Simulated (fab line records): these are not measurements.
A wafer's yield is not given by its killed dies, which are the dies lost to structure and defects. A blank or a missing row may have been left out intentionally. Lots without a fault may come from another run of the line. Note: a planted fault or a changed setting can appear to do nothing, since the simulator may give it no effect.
Which tool was responsible? | flow gf180mcu | 7 lots, 19 wafers sampled, at 2 steps of a route of 602

## WHAT THE GAUGES SHOWED, per wafer
GF_HV_LDD_CD_MEAS_07: the cd target is 400 nm.
lot  | measured     | on        | cd-nm (nm)
L670 | day 10 20:43 | cd-sem-02 | 405.9 404.6 405.7
L672 | day 11 03:54 | cd-sem-02 | 402.3 403.6 403.3
L676 | day 12 04:08 | cd-sem-01 | 405.2 403.6 403.5
L679 | day 13 02:43 | cd-sem-02 | 403.1 401.6 399.6
L681 | day 13 17:41 | cd-sem-01 | 402.1 401.4 402.4
L689 | day 16 04:38 | cd-sem-01 | 403.2 400.8
L691 | day 16 16:56 | cd-sem-02 | 404.7 403.4

## WHICH TOOL RAN EACH LOT (tool, then ch and the chambers of the sampled wafers, then the start)
lot  | GF_POLY_GATE_ETCH_13
L670 | rie-si-02 ch 1,2,3, day 10 01:23
L672 | rie-si-01 ch 0,1, day 10 08:01
L676 | rie-si-02 ch 0,2,3, day 11 07:19
L679 | rie-si-01 ch 1,2,3, day 12 04:56
L681 | rie-si-01 ch 0,2,3, day 12 19:39
L689 | rie-si-01 ch 0,1, day 15 04:31
L691 | rie-si-01 ch 0,2, day 15 17:24
- GF_POLY_GATE_ETCH_13: etches poly-Si in HBr/Cl2, stops on SiO2, target depth 198.5 nm, time 69.6 s.

## THE ANSWER, worked out from the rows above alone
Rule: usual is defined by the lots themselves. Put in order of their means at a reading, lots are off if they are a third of the lots or fewer, leave a main group of 4 or more, and stand apart from it by a gap of 3 or more times the standard deviation of the main group's means; of several such gaps the widest counts. If all means in a main group match to the digits the tables above print for the reading, that group is not used. A lot without any number at a reading at which 4 lots or more have one is off too. Any other lot the step has rows for is counted as sound.
No lot is off at any reading shown: from this, nothing can be told.

## WHAT THE SIMULATOR HAD PUT IN
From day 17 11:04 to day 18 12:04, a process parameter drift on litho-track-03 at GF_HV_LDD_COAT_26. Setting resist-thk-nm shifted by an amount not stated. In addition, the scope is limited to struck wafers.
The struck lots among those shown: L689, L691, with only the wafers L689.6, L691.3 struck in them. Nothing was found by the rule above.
